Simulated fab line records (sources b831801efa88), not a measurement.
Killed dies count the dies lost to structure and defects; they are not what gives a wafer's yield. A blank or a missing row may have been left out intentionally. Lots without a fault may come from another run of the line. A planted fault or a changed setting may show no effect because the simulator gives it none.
The tool behind it: which one? / flow sky130 / Sampling: 6 lots, 17 wafers, 2 of 708 route steps

WHAT THE GAUGES READ, wafer by wafer
SKY_SD_N_RS_MEAS_16: measurement is done with a four-point probe.
lot=L102; measured=day 28 17:28; on=film metro-02; SD_N_RS (ohm/sq)=68.37 68.36 68.36
lot=L105; measured=day 29 03:54; on=film metro-04; SD_N_RS (ohm/sq)=68.69 68.53 68.58
lot=L107; measured=day 30 11:34; on=film metro-02; SD_N_RS (ohm/sq)=68.24 68.25 68.23
lot=L110; measured=day 31 07:37; on=film metro-04; SD_N_RS (ohm/sq)=68.75 68.70 68.72
lot=L118; measured=day 33 12:40; on=film metro-04; SD_N_RS (ohm/sq)=67.65 67.74
lot=L121; measured=day 34 15:23; on=film metro-02; SD_N_RS (ohm/sq)=68.45 68.07 68.37

WHICH TOOL RAN EACH LOT (tool, then ch and the chambers of the sampled wafers, then the start)
lot=L102; SKY_SD_N_RTA_14=rtp anneal-02 ch 0, day 28 17:17
lot=L105; SKY_SD_N_RTA_14=rtp anneal-02 ch 0, day 29 03:43
lot=L107; SKY_SD_N_RTA_14=rtp anneal-01 ch 0, day 30 11:23
lot=L110; SKY_SD_N_RTA_14=rtp anneal-02 ch 0, day 31 07:26
lot=L118; SKY_SD_N_RTA_14=rtp anneal-02 ch 0, day 33 12:29
lot=L121; SKY_SD_N_RTA_14=rtp anneal-01 ch 0, day 34 15:11
- SKY_SD_N_RTA_14: time 2 s.

THE ANSWER, worked out from the rows above alone
Rule: the lots themselves supply what counts as usual. The widest of any qualifying gaps counts: lots, ordered by their means at a reading, are off when they make up no more than a third of the lots, leave a main group of 4 or more, and stand apart from it by 3 or more times the standard deviation of that group's means. The tables above print the reading to a certain number of digits; a main group whose means all agree to those digits is not used. Also off: a lot with no number at a reading for which 4 or more lots have one. Where the step has rows for the other lots, those lots are counted as sound.
Across all readings shown, no lot is off: no conclusion can be drawn from this.

WHAT THE SIMULATOR PUT IN
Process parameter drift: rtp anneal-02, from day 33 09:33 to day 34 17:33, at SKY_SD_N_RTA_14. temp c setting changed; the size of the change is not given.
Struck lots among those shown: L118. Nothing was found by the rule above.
